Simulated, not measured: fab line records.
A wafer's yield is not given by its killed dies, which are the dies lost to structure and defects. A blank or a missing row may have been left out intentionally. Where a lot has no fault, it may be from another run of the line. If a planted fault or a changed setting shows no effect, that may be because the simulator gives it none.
Matching of chambers / flow gf180mcu / GF_V4_CMP_26 on cmp-01 has 4 sister chambers
The step polishes, stops on SiO2, t overpolish 15 s, target thk 0 nm. 4 wafers are shown with their chamber, then 12 later ones without.

== WAFERS, EACH WITH ITS CHAMBER ==
wafer=L088.1; chamber=0; motor current A (A)=11.3
wafer=L088.4; chamber=1; motor current A (A)=12.4
wafer=L090.5; chamber=3; motor current A (A)=9.5
wafer=L090.6; chamber=2; motor current A (A)=11.2

== WAFERS WITH NO CHAMBER GIVEN ==
wafer=L091.1; motor current A (A)=11.8
wafer=L091.2; motor current A (A)=12.0
wafer=L091.5; motor current A (A)=9.4
wafer=L093.1; motor current A (A)=11.2
wafer=L093.2; motor current A (A)=12.5
wafer=L093.4; motor current A (A)=12.2
wafer=L094.1; motor current A (A)=12.0
wafer=L094.2; motor current A (A)=11.5
wafer=L094.4; motor current A (A)=12.3
wafer=L097.4; motor current A (A)=12.4
wafer=L097.5; motor current A (A)=11.8
wafer=L097.6; motor current A (A)=9.9

== WHICH CHAMBER EACH WENT THROUGH ==
wafer=L091.1; from the rows above=can't be placed: 0 or 1 or 2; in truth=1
wafer=L091.2; from the rows above=can't be placed: 1 or 0 or 2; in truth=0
wafer=L091.5; from the rows above=3; in truth=3
wafer=L093.1; from the rows above=can't be placed: 2 or 0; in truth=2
wafer=L093.2; from the rows above=1; in truth=1
wafer=L093.4; from the rows above=1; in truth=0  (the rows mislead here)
wafer=L094.1; from the rows above=can't be placed: 1 or 0 or 2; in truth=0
wafer=L094.2; from the rows above=can't be placed: 0 or 2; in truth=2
wafer=L094.4; from the rows above=1; in truth=1
wafer=L097.4; from the rows above=1; in truth=1
wafer=L097.5; from the rows above=can't be placed: 0 or 1 or 2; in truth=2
wafer=L097.6; from the rows above=3; in truth=3
Correctly placed: 5 of 12. Can't be placed from these rows: 6 (the true chamber is among the candidates in 6). Placed wrongly: 1.
How it was worked out, from the rows above alone: a wafer's distance from a chamber is the root of the sum, over the readings, of the square of ((its reading less the chamber's mean) divided by the reading's scatter). If the next closest chamber is less than 2 further off than the closest, the wafer can't be placed; otherwise it belongs to the closest. A chamber's mean is the mean of its shown wafers. The scatter: with one shown wafer a chamber, the root of the mean of the squares of how far each hidden wafer lies from its nearest shown one.
